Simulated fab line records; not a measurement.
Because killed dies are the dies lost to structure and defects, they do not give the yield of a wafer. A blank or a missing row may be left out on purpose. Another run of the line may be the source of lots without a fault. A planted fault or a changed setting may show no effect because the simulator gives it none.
What tool caused it? + flow gf180mcu + 36 wafers from 12 lots sampled at 5 of the route's 602 steps

WHAT THE GAUGES SHOWED, per wafer
GF_SALICIDE_THK_MEAS_05: measures by xrf.
| lot  | measured     | on           | SALICIDE_TIN_THK (nm) |
|------|--------------|--------------|-----------------------|
| L876 | day 15 08:09 | filmMetro-02 | 20.77 20.62 20.92     |
| L877 | day 15 20:43 | filmMetro-02 | 20.22 20.30 20.16     |
| L878 | day 16 04:05 | filmMetro-04 | 20.57 20.49 20.54     |
| L879 | day 16 11:08 | filmMetro-02 | 20.71 20.57 20.92     |
| L880 | day 16 21:29 | filmMetro-02 | 20.24 20.67 20.33     |
| L884 | day 18 12:19 | filmMetro-04 | 20.41 20.37 20.07     |
| L885 | day 18 19:40 | filmMetro-01 | 20.14 20.07 20.06     |
| L888 | day 19 23:41 | filmMetro-01 | 20.55 20.20 20.41     |
| L890 | day 20 17:49 | filmMetro-02 | 20.16 19.91 20.49     |
| L892 | day 21 08:32 | filmMetro-02 | 20.12 20.37 20.46     |
| L896 | day 22 15:44 | filmMetro-01 | 20.03 20.13 19.89     |
| L898 | day 23 10:10 | filmMetro-04 | 20.49 20.51 20.56     |

GF_V1_THK_MEAS_03.
| lot  | measured     | on           | V1_CVD_02_THK (nm) |
|------|--------------|--------------|--------------------|
| L876 | day 17 08:33 | filmMetro-02 | 842 846 841        |
| L877 | day 17 21:03 | filmMetro-01 | 837 839 853        |
| L878 | day 18 06:25 | filmMetro-02 | 832 839 853        |
| L879 | day 18 13:31 | filmMetro-01 | 825 846 840        |
| L880 | day 19 00:52 | filmMetro-02 | 847 857 827        |
| L884 | day 20 15:34 | filmMetro-02 | 867 833 857        |
| L885 | day 21 00:04 | filmMetro-02 | 844 851 880        |
| L888 | day 22 01:38 | filmMetro-01 | 852 857 877        |
| L890 | day 22 20:33 | filmMetro-01 | 846 840 853        |
| L892 | day 23 10:22 | filmMetro-02 | 837 624 859        |
| L896 | day 24 16:22 | filmMetro-02 | 828 626 628        |
| L898 | day 25 09:31 | filmMetro-02 | 837 826 846        |

WHAT TOOL EACH LOT RAN ON (gives the tool, then ch and the chambers of the sampled wafers, and finally the start)
| lot  | GF_M1_SPUTTER_00            | GF_M1_STRIP_17                      | GF_V1_CVD_02                    |
|------|-----------------------------|-------------------------------------|---------------------------------|
| L876 | pvdSputter-04, day 16 08:21 | plasmaAsher-04 ch 0,1, day 17 07:46 | pecvd-02 ch 0,1, day 17 08:29   |
| L877 | pvdSputter-03, day 16 20:46 | plasmaAsher-04 ch 0,1, day 17 20:19 | pecvd-01 ch 0,1, day 17 20:58   |
| L878 | pvdSputter-03, day 17 06:06 | plasmaAsher-03 ch 0,1, day 18 05:41 | pecvd-04 ch 0,1, day 18 06:20   |
| L879 | pvdSputter-03, day 17 12:47 | plasmaAsher-01 ch 0,1, day 18 12:47 | pecvd-01 ch 0,1,2, day 18 13:26 |
| L880 | pvdSputter-03, day 17 22:52 | plasmaAsher-01 ch 0,1, day 19 00:07 | pecvd-04 ch 0,2, day 19 00:47   |
| L884 | pvdSputter-04, day 19 14:38 | plasmaAsher-03 ch 0,1, day 20 14:49 | pecvd-02 ch 0,1, day 20 15:29   |
| L885 | pvdSputter-04, day 19 23:08 | plasmaAsher-01 ch 0,1, day 20 23:16 | pecvd-02 ch 0,2, day 21 00:01   |
| L888 | pvdSputter-02, day 21 01:25 | plasmaAsher-01 ch 0,1, day 22 00:49 | pecvd-02 ch 1,2, day 22 01:32   |
| L890 | pvdSputter-03, day 21 19:59 | plasmaAsher-03 ch 0,1, day 22 19:28 | pecvd-04 ch 0,1,2, day 22 20:29 |
| L892 | pvdSputter-02, day 22 10:26 | plasmaAsher-01 ch 0,1, day 23 09:37 | pecvd-04 ch 0,1,2, day 23 10:17 |
| L896 | pvdSputter-04, day 23 16:44 | plasmaAsher-03 ch 0,1, day 24 15:33 | pecvd-04 ch 0,1,2, day 24 16:17 |
| L898 | pvdSputter-04, day 24 10:28 | plasmaAsher-04 ch 0,1, day 25 08:46 | pecvd-01 ch 0,1, day 25 09:26   |
- GF_M1_SPUTTER_00: material Ti, target thk 37.5 nm, time 150 s.
- GF_M1_STRIP_17: strips in O2/N2.
- GF_V1_CVD_02: deposits SiO2 from TEOS, target thk 850 nm, time 94.851 s.

AS READ BY THE TOOLS THEMSELVES (means over the sampled wafers that have a number; for cases with no such wafer, the mark the record gives instead)
GF_M1_SPUTTER_00.
| lot  | tool          | throttleValvePct (%) |
|------|---------------|----------------------|
| L876 | pvdSputter-04 | 30.0                 |
| L877 | pvdSputter-03 | 30.3                 |
| L878 | pvdSputter-03 | 30.4                 |
| L879 | pvdSputter-03 | 30.4                 |
| L880 | pvdSputter-03 | 30.0                 |
| L884 | pvdSputter-04 | 29.7                 |
| L885 | pvdSputter-04 | 30.7                 |
| L888 | pvdSputter-02 | 29.1                 |
| L890 | pvdSputter-03 | 30.0                 |
| L892 | pvdSputter-02 | 28.3                 |
| L896 | pvdSputter-04 | 30.4                 |
| L898 | pvdSputter-04 | 30.7                 |

GF_M1_STRIP_17.
| lot  | tool           | drypumpMotorCurrentA (A) | heaterPowerW (W) | oesProductAu (a.u.) | stripTimeToEndpointS (s) |
|------|----------------|--------------------------|------------------|---------------------|--------------------------|
| L876 | plasmaAsher-04 | 5.3                      | 356              | 0.556               | 7.90                     |
| L877 | plasmaAsher-04 | 5.3                      | 356              | 0.556               | 7.79                     |
| L878 | plasmaAsher-03 | 6.0                      | 311              | 0.560               | 7.89                     |
| L879 | plasmaAsher-01 | 5.8                      | 343              | 0.562               | 7.93                     |
| L880 | plasmaAsher-01 | 5.7                      | 342              | 0.560               | 7.85                     |
| L884 | plasmaAsher-03 | 5.6                      | 298              | 0.561               | 7.94                     |
| L885 | plasmaAsher-01 | 5.7                      | 347              | 0.556               | 7.84                     |
| L888 | plasmaAsher-01 | 5.7                      | 343              | 0.555               | 7.84                     |
| L890 | plasmaAsher-03 | 5.6                      | 299              | 0.558               | 7.86                     |
| L892 | plasmaAsher-01 | 5.7                      | 349              | 0.556               | 7.93                     |
| L896 | plasmaAsher-03 | 5.6                      | 298              | 0.561               | 7.85                     |
| L898 | plasmaAsher-04 | 5.2                      | 332              | 0.561               | 7.88                     |

GF_V1_CVD_02.
| lot  | tool     | heaterPowerW (W) |
|------|----------|------------------|
| L876 | pecvd-02 | 606              |
| L877 | pecvd-01 | 726              |
| L878 | pecvd-04 | 720              |
| L879 | pecvd-01 | 684              |
| L880 | pecvd-04 | 823              |
| L884 | pecvd-02 | 610              |
| L885 | pecvd-02 | 633              |
| L888 | pecvd-02 | 571              |
| L890 | pecvd-04 | 718              |
| L892 | pecvd-04 | 736              |
| L896 | pecvd-04 | 757              |
| L898 | pecvd-01 | 704              |

THE ANSWER, worked out from the rows above alone
Rule: what is usual is taken from the lots themselves. The widest of any qualifying gaps counts: lots, ordered by their means at a reading, are off when they make up no more than a third of the lots, leave a main group of 4 or more, and stand apart from it by 3 or more times the standard deviation of that group's means. If all means in a main group match to the digits the tables above print for the reading, that group is not used. Also off: a lot with no number at a reading for which 4 or more lots have one. Any other lot the step has rows for is counted as sound. The gauges are gone through in route order, then the tools' own readings, and for those a lot's mean is taken as printed above. The first step at which some lot is off is used, and at that step the reading that is off furthest; a lot without a number counts as furthest.
Off: L892, L896, at GF_V1_THK_MEAS_03 (V1_CVD_02_THK). Main group: mean 846 nm, sd 8.2.
If a tool, at a process step before that reading, ran all the lots that are off and no sound lot after the first of them, it fits. Gauges at GF_V1_THK_MEAS_03: tried the same way as those tools. One candidate fits, namely pecvd-04 at GF_V1_CVD_02. A fault onset in the window from L890 (day 22 20:29, its last sound lot) to L892 (day 23 10:17, its first lot off) fits.

WHAT WAS PUT IN BY THE SIMULATOR
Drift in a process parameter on pecvd-04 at GF_V1_CVD_02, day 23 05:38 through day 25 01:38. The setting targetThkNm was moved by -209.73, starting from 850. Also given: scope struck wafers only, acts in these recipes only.
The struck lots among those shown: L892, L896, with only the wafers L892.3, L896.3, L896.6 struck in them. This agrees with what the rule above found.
